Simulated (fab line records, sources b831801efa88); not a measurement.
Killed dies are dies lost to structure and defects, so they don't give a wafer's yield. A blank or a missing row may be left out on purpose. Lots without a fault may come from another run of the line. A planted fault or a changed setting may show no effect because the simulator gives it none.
Problem report in the 8D (eight disciplines) form, filled by code | flow sfq_line | the parts of the form that need people (team, actions taken, sign-off) are left out

1. THE PROBLEM
spin_speed_rpm at SFQ_TRILAYER_M6_LITHO_COAT_164 reads a mean of 3093.8 rpm on 6 wafers of 2 lots; wafers without a fault read 2999.6 rpm with a standard deviation of 1.7. That is +55 standard deviations from the usual mean.
The step: resist thk 62 nm.
First seen on wafer L995.3, day 72 04:49, on litho_track-01. The record holds 18 wafers of 6 lots with a number at this step. Rule for "out", or "out of limits": more than 4 standard deviations from the usual mean. The other wafers with a number count as sound.

2. WHAT IT IS AND WHAT IT IS NOT
question                    | is                     | is not
which readings at this step | spin_speed_rpm         | -
which lots                  | L995, L996             | L102, L982, L993, L998
which wafers of those lots  | all that have a number | -
read on which tools         | litho_track-01         | litho_track-04
when                        | from day 72 04:49      | up to then (6 sound wafers); but 6 sound wafers of L102, L998 came after

3. SUSPECTS, AND WHAT RULES EACH OUT
Counting: a tool at a process step up to the reading stays a suspect if it ran every lot that is out and no sound lot after the first of them.
- rie_metal-02 at SFQ_TRILAYER_C5_STRIP_STRIP_155 (strips in O2): ruled out as a lasting fault. Sound lots L998 ran on it after its first lot that is out, L995 (day 72 03:50).
- litho_track-01 at SFQ_TRILAYER_M6_LITHO_COAT_164 (resist thk 62 nm): kept. It ran every lot that is out, first L995 (day 72 04:49), and no sound lot after that; its last sound lot up to then is L993 (day 71 22:46). Its own readings are out on those wafers: spin_speed_rpm.
Left after counting: litho_track-01 at SFQ_TRILAYER_M6_LITHO_COAT_164.

4. THE CAUSE (what the simulator had put in)
Process parameter drift: litho_track-01, from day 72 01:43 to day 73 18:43, at SFQ_TRILAYER_M6_LITHO_COAT_164. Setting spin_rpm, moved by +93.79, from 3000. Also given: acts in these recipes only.
Counting left only this tool.

5. THE CHAIN OF EFFECTS, in route order
Each row: a reading whose mean over the struck wafers that have a number lies more than 3 standard deviations from the usual. Only readings for which the record gives a usual standard deviation are gone through. hours: the time from each lot's start at the first step in this table that gives one to its start at this step, as a median over the lots. sigmas: the change in usual standard deviations.
hours | step                           | reading        | usual      | on struck wafers | change | sigmas
0     | SFQ_TRILAYER_M6_LITHO_COAT_164 | spin_speed_rpm | 2999.6 rpm | 3093.8           | +94.2  | +55
The process steps in it:
- SFQ_TRILAYER_M6_LITHO_COAT_164: resist thk 62 nm.
Later measuring or inspecting steps at which every struck wafer that the step has a row for has a number for every such reading, and none has moved that far: SFQ_M6_OVL_MEAS_940.

6. WHAT WOULD HAVE CAUGHT IT SOONER
In this record the first reading out of limits was taken at day 72 04:49, 3 hours after the fault began at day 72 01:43.
